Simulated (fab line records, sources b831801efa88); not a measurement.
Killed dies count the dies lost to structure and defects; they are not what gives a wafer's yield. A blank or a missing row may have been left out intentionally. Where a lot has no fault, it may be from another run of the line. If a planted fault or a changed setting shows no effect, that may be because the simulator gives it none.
Chamber matching	flow gf180mcu	GF_V1_CMP_04 on cmp-01: 4 sister chambers
The step polishes SiO2. 4 wafers are shown with their chamber, then 9 later ones without.

WAFERS WITH THEIR CHAMBER
wafer	chamber	motor-current-A (A)
L184.2	1	12.1
L185.1	0	11.4
L185.3	2	10.7
L185.6	3	13.9

WAFERS WITHOUT THEIR CHAMBER
wafer	motor-current-A (A)
L192.2	11.4
L192.3	12.5
L192.6	12.8
L193.1	10.6
L193.2	12.2
L193.3	11.6
L194.2	11.2
L194.3	14.0
L194.4	10.2

CHAMBER TAKEN BY EACH
wafer	from the rows above	in truth
L192.2	0	0
L192.3	1	1
L192.6	can't be placed: 1 or 3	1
L193.1	2	2
L193.2	1	1
L193.3	can't be placed: 0 or 1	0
L194.2	can't be placed: 0 or 2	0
L194.3	3	3
L194.4	2	2
Placed correctly: 6 of 9. Not placeable from these rows: 3 (in 3, the candidates include the true chamber). Placed wrongly: 0.
How it was worked out, from the rows above alone: a wafer's distance from a chamber is the root of the sum, over the readings, of the square of ((its reading less the chamber's mean) divided by the reading's scatter). If the next closest chamber is less than 2 further off than the closest, the wafer can't be placed; otherwise it belongs to the closest. The mean given for a chamber averages the wafers shown for that chamber. The scatter: with one shown wafer a chamber, the root of the mean of the squares of how far each hidden wafer lies from its nearest shown one.
